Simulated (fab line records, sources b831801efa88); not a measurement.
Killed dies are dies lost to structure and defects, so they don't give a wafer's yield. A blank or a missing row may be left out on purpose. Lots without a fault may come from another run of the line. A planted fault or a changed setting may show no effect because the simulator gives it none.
One fault seen from 2 desks | flow gf180mcu | each desk has only its own numbers; what lay behind them comes last

THE METROLOGY DESK
What the gauges read, lot by lot, whatever tool the lot ran on: means of the sampled wafers that have a number. A lot is out of limits, marked OUT, if its mean lies more than 4 standard deviations from the usual mean; the brackets give that distance.
Columns: A = STI_CVD_03_THK at GF_STI_THK_MEAS_04, usual 207.5 nm
lot  | first seen here | A
L582 | day 1 14:39     | 205.0
L584 | day 1 23:35     | 207.3
L585 | day 2 04:34     | 210.3
L586 | day 2 10:47     | 206.5
L587 | day 2 14:51     | 207.1
L589 | day 3 01:12     | 208.2
L591 | day 3 11:48     | 207.0
L592 | day 3 17:02     | 203.7
L600 | day 5 07:34     | 206.7
L601 | day 5 12:35     | 205.8
L602 | day 5 17:34     | 207.1
L604 | day 6 03:34     | 207.5
L605 | day 6 08:52     | 209.0
This desk's finding: nothing out of limits on any of the 13 lots.

THE TOOL OWNER'S DESK: litho_track-04
The tool's own readings at GF_NWELL_COAT_02 (resist thk 3000 nm): means of the sampled wafers that have a number, for each lot that ran on this tool. A lot is out of limits, marked OUT, if its mean lies more than 4 standard deviations from the usual mean; the brackets give that distance.
Columns: A = exhaust_pa at GF_NWELL_COAT_02, usual 44.8 Pa; B = resist_line_temp_C at GF_NWELL_COAT_02, usual 23.01 C
lot  | first seen here | A    | B
L584 | day 3 13:43     | 43.5 | 22.90
L586 | day 4 02:43     | 45.6 | 23.02
L587 | day 4 04:14     | 44.7 | 23.14
L600 | day 7 01:41     | 44.7 | 22.93
L601 | day 7 07:26     | 44.4 | 22.95
L602 | day 7 12:44     | 44.4 | 22.97
This desk's finding: nothing out of limits on any of the 6 lots.

PUT TOGETHER
The metrology desk saw nothing out of limits.
The tool owner's desk saw nothing out of limits.

WHAT THE SIMULATOR HAD PUT IN
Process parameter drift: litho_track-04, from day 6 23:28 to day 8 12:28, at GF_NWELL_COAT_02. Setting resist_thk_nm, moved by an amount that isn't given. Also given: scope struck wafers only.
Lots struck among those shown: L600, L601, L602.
